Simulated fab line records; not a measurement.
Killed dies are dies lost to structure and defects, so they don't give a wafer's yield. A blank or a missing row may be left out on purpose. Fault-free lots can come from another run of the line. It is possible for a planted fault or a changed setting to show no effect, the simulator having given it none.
Tool commonality check -- flow sky130 -- Lots sampled 15, wafers sampled 45

REASON IT WAS OPENED
3 of 15 lots carry a flag on the reading NWELL_2_TW at SKY_NWELL_TW_MEAS_26. No-fault wafers: 494, standard deviation 3.1.
Rule: a lot gets a flag if all its wafers with a number sit over 4 standard deviations from that mean, or if no wafer of it has a number. The other lots count as sound.

lot,measured,on,"NWELL_2_TW, wafer by wafer",flag
L264,day 5 06:58,film_metro-01,494 491 488,
L265,day 5 09:14,film_metro-02,495 495 496,
L266,day 5 14:40,film_metro-04,490 492 492,
L267,day 5 21:32,film_metro-04,490 494 492,
L271,day 7 01:00,film_metro-01,30 30 30,FLAGGED
L272,day 7 21:42,film_metro-04,30 29 29,FLAGGED
L274,day 7 23:46,film_metro-04,30 29 29,FLAGGED
L273,day 8 00:05,film_metro-01,497 496 498,
L275,day 8 00:09,film_metro-04,492 495 490,
L276,day 8 09:40,film_metro-04,493 494 494,
L277,day 8 12:28,film_metro-01,496 493 493,
L280,day 9 08:00,film_metro-04,492 493 494,
L281,day 9 12:03,film_metro-02,499 501 498,
L283,day 10 05:17,film_metro-01,495 497 496,
L284,day 10 07:25,film_metro-01,495 494 495,
Flagged lots average 30: -464 relative to the usual, that is -99 or more standard deviations.

EACH LOT AND THE TOOL IT RAN ON
2 process steps preceding the reading are held in the record, out of 708 steps in the route. Each cell gives the tool, then ch followed by the chambers the sampled wafers passed through, then the start.
lot,flag,SKY_NWELL_STRIP_14,SKY_NWELL_STRIP_25
L264,,"plasma_asher-03 ch 0,1, day 4 13:38","plasma_asher-03 ch 0,1, day 5 06:51"
L265,,"plasma_asher-03 ch 0,1, day 4 16:35","plasma_asher-03 ch 0,1, day 5 09:08"
L266,,"plasma_asher-04 ch 0,1, day 4 21:14","plasma_asher-03 ch 0,1, day 5 14:35"
L267,,"plasma_asher-01 ch 0,1, day 5 04:17","plasma_asher-03 ch 0,1, day 5 21:26"
L271,FLAGGED,"plasma_asher-04 ch 0,1, day 6 05:44","plasma_asher-03 ch 0,1, day 7 00:54"
L272,FLAGGED,"plasma_asher-01 ch 0,1, day 7 01:33","plasma_asher-04 ch 0,1, day 7 21:36"
L274,FLAGGED,"plasma_asher-01 ch 0,1, day 7 03:42","plasma_asher-03 ch 0,1, day 7 23:39"
L273,,"plasma_asher-04 ch 0,1, day 7 03:59","plasma_asher-03 ch 0,1, day 7 23:59"
L275,,"plasma_asher-04 ch 0,1, day 7 04:09","plasma_asher-01 ch 1, day 8 00:03"
L276,,"plasma_asher-01 ch 0,1, day 7 13:05","plasma_asher-01 ch 0,1, day 8 09:33"
L277,,"plasma_asher-03 ch 0,1, day 7 16:01","plasma_asher-04 ch 0,1, day 8 12:23"
L280,,"plasma_asher-01 ch 0,1, day 8 10:59","plasma_asher-04 ch 0,1, day 9 07:54"
L281,,"plasma_asher-04 ch 0,1, day 8 15:39","plasma_asher-01 ch 0,1, day 9 11:57"
L283,,"plasma_asher-03 ch 0,1, day 9 06:50","plasma_asher-01 ch 0,1, day 10 05:11"
L284,,"plasma_asher-01 ch 0,1, day 9 08:35","plasma_asher-04 ch 0,1, day 10 07:20"
What is done by these steps:
- SKY_NWELL_STRIP_14: strips in O2/N2.
- SKY_NWELL_STRIP_25: strips in O2/N2.
- SKY_NWELL_TW_MEAS_26

FLAGGED AGAINST TOTAL, ONE TOOL AT A TIME (gauges that did the reading follow at the end)
step,tool,lots run,flagged,share of the flagged lots,sound lots run after its first flagged lot
SKY_NWELL_STRIP_14,plasma_asher-01,6,2,some,"3 (L276,L280,L284)"
SKY_NWELL_STRIP_14,plasma_asher-03,4,0,none,-
SKY_NWELL_STRIP_14,plasma_asher-04,5,1,some,"3 (L273,L275,L281)"
SKY_NWELL_STRIP_25,plasma_asher-01,4,0,none,-
SKY_NWELL_STRIP_25,plasma_asher-03,7,2,some,1 (L273)
SKY_NWELL_STRIP_25,plasma_asher-04,4,1,some,"3 (L277,L280,L284)"
SKY_NWELL_TW_MEAS_26,film_metro-01,6,1,some,"4 (L273,L277,L283,L284)"
SKY_NWELL_TW_MEAS_26,film_metro-02,2,0,none,-
SKY_NWELL_TW_MEAS_26,film_metro-04,7,2,some,"3 (L275,L276,L280)"

WHAT THE TABLE PERMITS
No row of the table ran every flagged lot.

WHAT THE SIMULATOR PUT IN
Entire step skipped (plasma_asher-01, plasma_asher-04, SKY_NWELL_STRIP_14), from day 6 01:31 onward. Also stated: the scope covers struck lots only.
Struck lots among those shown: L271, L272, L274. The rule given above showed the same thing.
